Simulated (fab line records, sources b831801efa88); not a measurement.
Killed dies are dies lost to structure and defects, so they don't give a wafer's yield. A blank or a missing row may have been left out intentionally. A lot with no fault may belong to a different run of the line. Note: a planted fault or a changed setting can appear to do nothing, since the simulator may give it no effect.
fab line records + flow sky130
record
- lots=13
- wafers=39
- last-day=50
route steps=708 shown VIA3@573
lots that met no fault: from a run of the same line without faults
start-h: hours from the record's opening day to when the first of the lot's shown wafers began + wait-h: how many hours have passed since the lot's step before this one + " same as the row above + L1.1+2: several wafers, shown together as one row + - either no value or no given start + * or withheld: withheld + < > ~ a bound
route shown NAME@n: NAME is a module with steps in the file, n the number in the route of the first one + usual: the fault-free wafers' mean and standard deviation + same: alike in all rows + chamber/n: place in a boat + sites: per-site readings + _std_site: their standard deviation + _edge_site: the outer-site mean with the inner-site mean subtracted + radius-mm: how far each site lies from the wafer's centre + mask NAME#n: copy n + behind: tool/chamber where the wafer was last shaped + hold: why the lot was held/for how many hours/how that ended + device: transistor that didn't switch, given as n, p or np + end of line: the tests these same wafers got at the end of their route + where a step has no rows: the recipe by itself + killed: not the wafer's yield, but the dies lost to structure and defects at the first sort + map: per-die view of a wafer (x killed, . not killed, _ where there is no die)
set.NAME: setting as actually run; set.NAME@STEP: the setting as run at that earlier step + model.NAME: the simulator's own value behind a step, which no gauge read
a sample of lots followed through the steps of the route, with each step as a table and each wafer as a row
services: from which hour (start-h, from the record's first day; less than 0 if before it) a tool's chamber was out of use, for how many hours, and why
## steps
# step SKY_VIA3_HDPCVD_00
# recipe
- material=SiO2
- target-thk-nm=1635
- sigma-open-frac=0.3
- time-s=272.5
- temp-c=400
- sih4-flow-sccm=60
- pressure-mtorr=6
# usual
- run-length-s=300.3/0.49
| lot.wafer | tool      | chamber | start-h | wait-h | run-length-s |
|-----------|-----------|---------|---------|--------|--------------|
| L532.1    | hdpcvd-01 | 1       | 917.07  | 0.0    | 300.4        |
| L532.2    | "         | 0       | "       | "      | 299.9        |
| L532.3    | "         | 2       | "       | "      | 300.3        |
| L533.2    | hdpcvd-01 | 1       | 938.09  | 0.0    | 300.3        |
| L533.3    | "         | 2       | "       | "      | 300.4        |
| L533.4    | "         | 1       | "       | "      | 300.3        |
| L537.1    | hdpcvd-02 | 0       | 949.01  | 0.0    | 301.3        |
| L537.2    | "         | 1       | "       | "      | 300.4        |
| L537.6    | "         | 1       | "       | "      | 300.3        |
| L538.1    | hdpcvd-01 | 2       | 953.32  | 0.0    | 300.4        |
| L538.4    | "         | 1       | "       | "      | 300.9        |
| L538.6    | "         | 0       | "       | "      | 300.4        |
| L536.2    | hdpcvd-01 | 2       | 954.98  | 0.0    | 300.5        |
| L536.5    | "         | 1       | "       | "      | 299.9        |
| L536.6    | "         | 0       | "       | "      | 300.1        |
| L539.1    | hdpcvd-01 | 1       | 962.29  | 0.0    | 300.0        |
| L539.4    | "         | 2       | "       | "      | 300.4        |
| L539.6    | "         | 0       | "       | "      | 300.1        |
| L540.1    | hdpcvd-02 | 2       | 972.19  | 0.0    | 299.3        |
| L540.2    | "         | 1       | "       | "      | 299.9        |
| L540.4    | "         | 2       | "       | "      | 299.2        |
| L541.2    | hdpcvd-01 | 0       | 982.62  | 0.0    | 300.1        |
| L541.4    | "         | 2       | "       | "      | 300.8        |
| L541.5    | "         | 0       | "       | "      | 300.4        |
| L542.1    | hdpcvd-01 | 2       | 984.12  | 0.0    | 300.4        |
| L542.3    | "         | 1       | "       | "      | 300.7        |
| L542.5    | "         | 0       | "       | "      | 299.8        |
| L543.3    | hdpcvd-01 | 0       | 985.73  | 0.0    | 300.0        |
| L543.4    | "         | 2       | "       | "      | 300.6        |
| L543.5    | "         | 1       | "       | "      | 300.1        |
| L544.3    | hdpcvd-01 | 2       | 991.87  | 0.0    | 300.2        |
| L544.4    | "         | 2       | "       | "      | 300.3        |
| L544.5    | "         | 0       | "       | "      | 300.2        |
| L551.1    | hdpcvd-01 | 1       | 1036.58 | 0.0    | 348.4        |
| L551.3    | "         | 0       | "       | "      | 300.0        |
| L551.6    | "         | 2       | "       | "      | 300.2        |
| L555.2    | hdpcvd-02 | 1       | 1052.05 | 0.0    | 300.3        |
| L555.3    | "         | 2       | "       | "      | 299.3        |
| L555.6    | "         | 2       | "       | "      | 299.8        |
# step SKY_VIA3_THK_MEAS_01
# recipe
- reads=SiO2_of_VIA3_HDPCVD_00
# usual
- VIA3_HDPCVD_THK=1629/17
| lot.wafer | tool          | chamber | start-h | wait-h | VIA3_HDPCVD_THK[nm] |
|-----------|---------------|---------|---------|--------|---------------------|
| L532.1    | film-metro-03 | -       | 917.24  | 0.1    | 1616                |
| L532.2    | "             | -       | "       | "      | 1636                |
| L532.3    | "             | -       | "       | "      | 1642                |
| L533.2    | film-metro-03 | -       | 938.27  | 0.1    | 1627                |
| L533.3    | "             | -       | "       | "      | 1630                |
| L533.4    | "             | -       | "       | "      | 1601                |
| L537.1    | film-metro-02 | -       | 949.18  | 0.1    | 1642                |
| L537.2    | "             | -       | "       | "      | 1662                |
| L537.6    | "             | -       | "       | "      | 1637                |
| L538.1    | film-metro-02 | -       | 953.49  | 0.1    | 1631                |
| L538.4    | "             | -       | "       | "      | 1635                |
| L538.6    | "             | -       | "       | "      | 1638                |
| L536.2    | film-metro-01 | -       | 955.16  | 0.1    | 1665                |
| L536.5    | "             | -       | "       | "      | 1632                |
| L536.6    | "             | -       | "       | "      | 1634                |
| L539.1    | film-metro-01 | -       | 962.46  | 0.1    | 1660                |
| L539.4    | "             | -       | "       | "      | 1639                |
| L539.6    | "             | -       | "       | "      | 1650                |
| L540.1    | film-metro-01 | -       | 972.36  | 0.1    | 1611                |
| L540.2    | "             | -       | "       | "      | 1627                |
| L540.4    | "             | -       | "       | "      | 1612                |
| L541.2    | film-metro-02 | -       | 982.80  | 0.1    | 1629                |
| L541.4    | "             | -       | "       | "      | 1633                |
| L541.5    | "             | -       | "       | "      | 1619                |
| L542.1    | film-metro-03 | -       | 984.29  | 0.1    | 1620                |
| L542.3    | "             | -       | "       | "      | 1613                |
| L542.5    | "             | -       | "       | "      | 1608                |
| L543.3    | film-metro-03 | -       | 985.92  | 0.1    | 1605                |
| L543.4    | "             | -       | "       | "      | 1614                |
| L543.5    | "             | -       | "       | "      | 1602                |
| L544.3    | film-metro-03 | -       | 992.06  | 0.1    | 1642                |
| L544.4    | "             | -       | "       | "      | 1626                |
| L544.5    | "             | -       | "       | "      | 1604                |
| L551.1    | film-metro-01 | -       | 1036.75 | 0.1    | 1938                |
| L551.3    | "             | -       | "       | "      | 1641                |
| L551.6    | "             | -       | "       | "      | 1632                |
| L555.2    | film-metro-01 | -       | 1052.22 | 0.1    | 1623                |
| L555.3    | "             | -       | "       | "      | 1614                |
| L555.6    | "             | -       | "       | "      | 1610                |
## services
| tool      | chamber | start-h | hours | kind       |
|-----------|---------|---------|-------|------------|
| hdpcvd-02 | -       | 950.25  | 15.0  | pm         |
| hdpcvd-02 | 0       | 950.25  | 15.0  | vent-cycle |
| hdpcvd-02 | 1       | 950.25  | 15.0  | vent-cycle |
| hdpcvd-02 | 2       | 950.25  | 15.0  | vent-cycle |
| hdpcvd-02 | 0       | 965.25  | -     | clean      |
| hdpcvd-02 | 1       | 965.25  | -     | clean      |
| hdpcvd-02 | 2       | 965.25  | -     | clean      |
| hdpcvd-02 | -       | 973.17  | 5.4   | repair     |
| hdpcvd-01 | -       | 996.92  | 0.7   | repair     |
| hdpcvd-02 | -       | 997.18  | 1.1   | repair     |
| hdpcvd-01 | 2       | 1017.49 | 12.9  | repair     |
## key
first-sign
- step=SKY_VIA3_HDPCVD_00
- reading=run-length-s
- direction=up
- sigmas=98
- usual=*
- struck=*
effect
- step=SKY_VIA3_THK_MEAS_01
- reading=VIA3_HDPCVD_THK
- direction=up
- sigmas=18
- usual=1629
- struck=1938
met-at SKY_VIA3_HDPCVD_00
struck-lots L551
struck-wafers L551.1
onset-between 991.87 1036.58
fault
- kind=process-parameter-drift
- tool=hdpcvd-01
- chamber=-
- onset-h=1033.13
- steps=SKY_VIA3_HDPCVD_00
- channel=time-s
- offset=*
- shape=step
- end-h=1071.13
- scope=struck-wafers-only
- acts-in=*
- stated=*
